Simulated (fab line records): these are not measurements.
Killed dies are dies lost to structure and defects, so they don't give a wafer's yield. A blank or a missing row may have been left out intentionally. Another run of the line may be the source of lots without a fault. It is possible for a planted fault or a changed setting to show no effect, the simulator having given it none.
fab line records	flow gf180mcu
record: lots: 12	wafers: 36	last-day: 34
route steps=602 shown CONTACT@311 V1@335
lots untouched by any fault: they come from a run of this same line in which no faults occurred
start-h: start of the lot's first displayed wafer, in hours after the record's first day	wait-h: time in hours since the lot's previous step	" same as the row above	L1.1+2: several wafers, shown together as one row	- no value, or no start was given	* or withheld: withheld	< > ~ a bound
route shown NAME@n: names a module that has steps shown in the file, with the first one's number in the route	usual: mean/standard deviation of fault-free wafers	same: alike in all rows	chamber/n: place in a boat	sites: per-site readings	_std_site: how widely they spread, as a standard deviation	_edge_site: the outer-site mean with the inner-site mean subtracted	radius-mm: for every site, how far away it sits from the centre of the wafer	mask NAME#n: copy n	behind: the tool/chamber that last shaped the wafer	hold: the reason the lot was held/the length of the hold in hours/how it ended	device: whichever transistor did not switch (one of n, p or np)	end of line: the same wafers' tests at the end of the route	where a step has no rows: the recipe by itself	killed: the dies lost at the first sort to structure and to defects; this is not the yield of the wafer	map: a wafer's dies, marking killed ones x, the rest . and places with no die _
set.NAME: the setting the step ran with; set.NAME@STEP: the setting that earlier step ran with	model.NAME: the simulator's own value behind a step, which no gauge read
the route's steps for a sample of lots (tables are steps, rows are wafers)
services: the hour from which a tool's chamber was out of use, counted from the record's first day as start-h (under 0 if before that day), plus the number of hours and why
== steps ==
step: GF_CONTACT_CVD_24
recipe: material: W	target-thk-nm: 300	time-s: 90.339	temp-c: 400	pressure-torr: 40
usual: heater-power-outer-w: 484/94	heater-power-w: 803/150
lot.wafer	tool	chamber	start-h	wait-h	heater-power-outer-w	heater-power-w	since-wet-clean-h
L918.1	cvd-w-02	0	365.20	0.0	391	656	975
L918.4	"	1	"	"	488	797	-
L918.6	"	1	"	"	486	798	-
L919.1	cvd-w-02	1	375.60	0.0	484	797	986
L919.2	"	0	"	"	394	662	986
L919.5	"	0	"	"	389	658	-
L920.1	cvd-w-02	0	380.27	0.0	393	654	990
L920.3	"	1	"	"	486	812	-
L920.6	"	1	"	"	504	796	-
L921.1	cvd-w-01	1	391.40	0.0	526	908	487
L921.5	"	1	"	"	533	887	-
L921.6	"	0	"	"	623	1049	-
L924.1	cvd-w-02	0	417.99	0.0	380	625	14
L924.2	"	1	"	"	444	714	14
L924.6	"	0	"	"	357	632	-
L933.3	cvd-w-01	0	502.56	0.1	650	1026	-
L933.4	"	1	"	"	520	906	-
L933.6	"	0	"	"	634	1060	-
L936.1	cvd-w-02	0	522.45	0.0	371	644	118
L936.3	"	1	"	"	437	730	-
L936.5	"	0	"	"	375	609	-
L937.2	cvd-w-01	1	528.53	0.1	522	904	-
L937.5	"	1	"	"	537	909	-
L937.6	"	1	"	"	545	920	-
L938.1	cvd-w-01	1	532.84	0.0	534	922	629
L938.2	"	0	"	"	645	1025	629
L938.6	"	0	"	"	641	1051	-
L939.1	cvd-w-02	0	542.84	0.0	367	621	139
L939.4	"	0	"	"	366	633	-
L939.6	"	0	"	"	360	636	-
L940.1	cvd-w-02	0	550.39	0.0	361	630	146
L940.2	"	1	"	"	445	708	146
L940.6	"	0	"	"	373	639	-
L941.4	cvd-w-02	1	560.43	0.1	441	726	-
L941.5	"	1	"	"	436	718	-
L941.6	"	0	"	"	369	631	-
step: GF_CONTACT_CMP_27
recipe: stop-on: SiO2	down-force-psi: 3.5	platen-rpm: 60	t-overpolish-s: 15	target-thk-nm: 0	pad-velocity-m-s: 0.94248
usual: motor-current-A: 11.0/0.87	overpolish-run-s: 14.999/0.0081	time-to-endpoint-s: 70/4.8
lot.wafer	tool	chamber	start-h	wait-h	motor-current-A	overpolish-run-s	time-to-endpoint-s
L918.1	cmp-02	3	365.58	0.1	10.0	15.005	60
L918.4	"	0	"	"	10.2	14.999	71
L918.6	"	1	"	"	11.5	14.989	68
L919.1	cmp-02	1	375.98	0.1	11.5	14.993	69
L919.2	"	2	"	"	11.7	14.998	71
L919.5	"	0	"	"	10.9	14.997	74
L920.3	cmp-02	1	380.60	0.1	10.6	14.991	63
L920.1	"	3	"	"	10.4	15.013	60
L920.6	"	1	"	"	11.5	14.998	66
L921.1	cmp-01	0	391.73	0.1	11.1	14.999	76
L921.6	"	3	"	"	11.2	14.989	81
L921.5	"	0	"	"	11.5	15.004	79
L924.1	cmp-02	0	418.27	0.1	10.3	14.998	73
L924.2	"	3	"	"	10.1	14.993	62
L924.6	"	0	"	"	10.5	15.009	74
L933.3	cmp-02	1	502.82	0.0	11.1	14.995	72
L933.4	"	0	"	"	10.6	15.001	76
L933.6	"	2	"	"	12.5	15.009	75
L936.1	cmp-01	1	522.73	0.1	10.1	14.993	69
L936.3	"	0	"	"	11.8	15.000	76
L936.5	"	1	"	"	10.6	14.995	69
L937.2	cmp-01	2	529.02	0.2	10.2	14.998	71
L937.6	"	3	"	"	11.4	15.007	78
L937.5	"	0	"	"	11.1	14.997	78
L938.2	cmp-02	3	533.13	0.0	10.0	14.989	66
L938.1	"	2	"	"	12.8	15.014	71
L938.6	"	0	"	"	10.8	15.003	73
L939.1	cmp-02	1	543.17	0.1	11.1	15.012	69
L939.4	"	3	"	"	10.0	14.995	61
L939.6	"	0	"	"	10.5	15.003	72
L940.1	cmp-02	1	550.67	0.1	12.0	14.996	65
L940.2	"	3	"	"	9.7	15.005	58
L940.6	"	1	"	"	11.1	14.993	67
L941.4	cmp-02	1	560.83	0.2	11.0	14.987	64
L941.5	"	2	"	"	11.7	15.004	65
L941.6	"	3	"	"	9.8	15.006	61
step: GF_V1_CVD_00
recipe: material: SiO2	target-thk-nm: 600	sigma-open-frac: 0.3	temp-c: 400	time-s: 100	sih4-flow-sccm: 60	pressure-mtorr: 6
usual: pressure-mtorr: 6.000/0.011	sih4-flow-sccm: 59.99/0.19
lot.wafer	tool	chamber	start-h	wait-h	pressure-mtorr	sih4-flow-sccm
L918.1	hdpcvd-01	1	390.02	0.0	6.001	59.78
L918.4	"	2	"	"	6.003	59.91
L918.6	"	0	"	"	6.000	59.94
L919.1	hdpcvd-01	2	400.57	0.0	6.007	60.15
L919.2	"	0	"	"	5.977	59.91
L919.5	"	2	"	"	5.987	60.44
L920.1	hdpcvd-02	0	405.49	0.0	5.997	59.74
L920.3	"	2	"	"	6.002	59.80
L920.6	"	0	"	"	6.004	59.89
L921.1	hdpcvd-01	2	416.67	0.0	6.000	71.83
L921.5	"	1	"	"	6.000	72.00
L921.6	"	0	"	"	5.985	71.81
L924.1	hdpcvd-01	0	444.07	0.0	5.994	71.61
L924.2	"	1	"	"	6.011	71.90
L924.6	"	1	"	"	5.987	72.11
L933.3	hdpcvd-01	2	527.73	0.0	6.009	59.97
L933.4	"	0	"	"	6.024	59.93
L933.6	"	2	"	"	5.998	60.10
L936.1	hdpcvd-02	0	546.81	0.0	5.988	59.84
L936.3	"	1	"	"	6.018	60.08
L936.5	"	0	"	"	6.002	59.64
L937.2	hdpcvd-02	1	553.07	0.0	5.992	59.91
L937.5	"	1	"	"	5.994	60.02
L937.6	"	0	"	"	5.992	59.65
L938.1	hdpcvd-01	1	556.80	0.0	5.992	60.17
L938.2	"	0	"	"	6.010	59.81
L938.6	"	1	"	"	6.006	59.83
L939.1	hdpcvd-01	1	566.81	0.0	6.004	60.06
L939.4	"	1	"	"	6.011	60.34
L939.6	"	0	"	"	5.987	59.85
L940.1	hdpcvd-01	2	573.78	0.0	5.997	59.66
L940.2	"	0	"	"	5.999	60.29
L940.6	"	2	"	"	5.993	60.00
L941.4	hdpcvd-01	2	583.38	0.0	6.013	60.23
L941.5	"	0	"	"	5.992	59.88
L941.6	"	1	"	"	5.999	59.84
step: GF_V1_THK_MEAS_01
recipe: reads: SiO2_of_V1_CVD_00
usual: V1_CVD_00_THK: 601/8.3
lot.wafer	tool	chamber	start-h	wait-h	V1_CVD_00_THK[nm]
L918.1	film-metro-02	-	390.09	0.0	605
L918.4	"	-	"	"	603
L918.6	"	-	"	"	595
L919.1	film-metro-02	-	400.64	0.0	603
L919.2	"	-	"	"	598
L919.5	"	-	"	"	597
L920.1	film-metro-03	-	405.56	0.0	602
L920.3	"	-	"	"	608
L920.6	"	-	"	"	603
L921.1	film-metro-02	-	416.75	0.0	728
L921.5	"	-	"	"	725
L921.6	"	-	"	"	725
L924.1	film-metro-01	-	444.14	0.0	716
L924.2	"	-	"	"	716
L924.6	"	-	"	"	720
L933.3	film-metro-03	-	527.82	0.1	594
L933.4	"	-	"	"	588
L933.6	"	-	"	"	596
L936.1	film-metro-02	-	546.88	0.0	606
L936.3	"	-	"	"	598
L936.5	"	-	"	"	607
L937.2	film-metro-01	-	553.16	0.0	599
L937.5	"	-	"	"	596
L937.6	"	-	"	"	611
L938.1	film-metro-02	-	556.88	0.0	602
L938.2	"	-	"	"	586
L938.6	"	-	"	"	603
L939.1	film-metro-03	-	566.88	0.0	603
L939.4	"	-	"	"	600
L939.6	"	-	"	"	589
L940.1	film-metro-02	-	573.86	0.0	599
L940.2	"	-	"	"	596
L940.6	"	-	"	"	599
L941.4	film-metro-01	-	583.44	0.0	601
L941.5	"	-	"	"	585
L941.6	"	-	"	"	607
step: GF_V1_CVD_02
recipe: material: SiO2	target-thk-nm: 850	precursor: TEOS	temp-c: 400	time-s: 94.851	rf-w: 600
usual: heater-power-outer-w: 374/63	heater-power-w: 653/110
lot.wafer	tool	chamber	start-h	wait-h	heater-power-outer-w	heater-power-w	since-wet-clean-h
L918.1	pecvd-03	1	390.15	0.1	413	631	632
L918.4	"	0	"	"	347	664	-
L918.6	"	2	"	"	393	785	-
L919.1	pecvd-04	2	400.70	0.1	340	580	18
L919.2	"	0	"	"	288	517	18
L919.5	"	1	"	"	279	536	-
L920.1	pecvd-04	2	405.62	0.1	291	532	23
L920.3	"	1	"	"	380	673	23
L920.6	"	2	"	"	315	551	-
L921.1	pecvd-03	1	416.81	0.1	348	540	659
L921.5	"	1	"	"	387	582	-
L921.6	"	2	"	"	440	790	-
L924.1	pecvd-04	2	444.20	0.1	287	507	61
L924.2	"	1	"	"	393	659	61
L924.6	"	1	"	"	287	526	-
L933.3	pecvd-01	1	527.86	0.0	456	720	353
L933.4	"	1	"	"	479	755	-
L933.6	"	2	"	"	444	803	-
L936.1	pecvd-04	1	546.94	0.1	397	678	164
L936.3	"	0	"	"	255	458	164
L936.5	"	0	"	"	295	510	-
L937.2	pecvd-01	1	553.21	0.0	411	678	379
L937.5	"	2	"	"	336	652	-
L937.6	"	1	"	"	454	727	-
L938.1	pecvd-01	1	556.94	0.1	428	700	382
L938.2	"	2	"	"	437	758	382
L938.6	"	2	"	"	457	799	-
L939.1	pecvd-03	0	566.94	0.1	333	637	809
L939.4	"	1	"	"	371	586	-
L939.6	"	0	"	"	367	663	-
L940.1	pecvd-01	0	573.92	0.1	459	757	399
L940.2	"	2	"	"	379	702	399
L940.6	"	2	"	"	431	799	-
L941.4	pecvd-03	2	583.51	0.1	429	837	-
L941.5	"	1	"	"	415	632	-
L941.6	"	0	"	"	359	673	-
== services ==
tool	chamber	start-h	hours	kind
pecvd-04	2	353.40	13.6	repair
pecvd-04	-	361.43	0.3	repair
cvd-w-01	-	363.85	1.0	repair
pecvd-04	-	368.88	14.0	pm
cvd-w-02	-	390.00	14.0	pm
pecvd-01	1	393.79	6.3	repair
cmp-02	-	404.14	4.0	pm
cmp-02	-	408.73	2.0	repair
hdpcvd-01	-	419.08	5.5	pm
cvd-w-01	0	424.23	9.6	repair
cvd-w-02	0	426.73	3.3	repair
cvd-w-01	1	437.15	5.9	repair
pecvd-03	-	447.59	2.8	pm
cmp-02	-	450.45	2.8	pm
hdpcvd-01	2	473.60	9.2	repair
cmp-02	-	489.44	1.6	repair
hdpcvd-01	0	494.42	3.3	repair
cvd-w-02	0	511.11	7.5	repair
cvd-w-01	0	512.47	17.5	repair
cvd-w-01	-	525.49	2.9	repair
pecvd-01	-	529.05	1.0	repair
pecvd-03	0	535.58	13.5	repair
hdpcvd-01	-	539.25	15.0	pm
cvd-w-02	-	567.60	0.2	repair
== key ==
first-sign: step: GF_V1_CVD_00	reading: sih4-flow-sccm	direction: up	sigmas: 64	usual: 59.99	struck: 71.88
effect: step: GF_V1_THK_MEAS_01	reading: V1_CVD_00_THK	direction: up	sigmas: 15	usual: 601	struck: 722
met-at GF_V1_CVD_00
struck-lots L921,L924
not-acting-at GF_CONTACT_CVD_24,GF_CONTACT_CMP_27,GF_V1_CVD_02
onset-between 400.57 416.67
fault: kind: process-parameter-drift	tool: hdpcvd-01	chamber: -	onset-h: 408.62	steps: GF_V1_CVD_00	channel: sih4-flow-sccm	offset: 12	shape: step	end-h: 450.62	acts-in: these-recipes-only	stated: 60
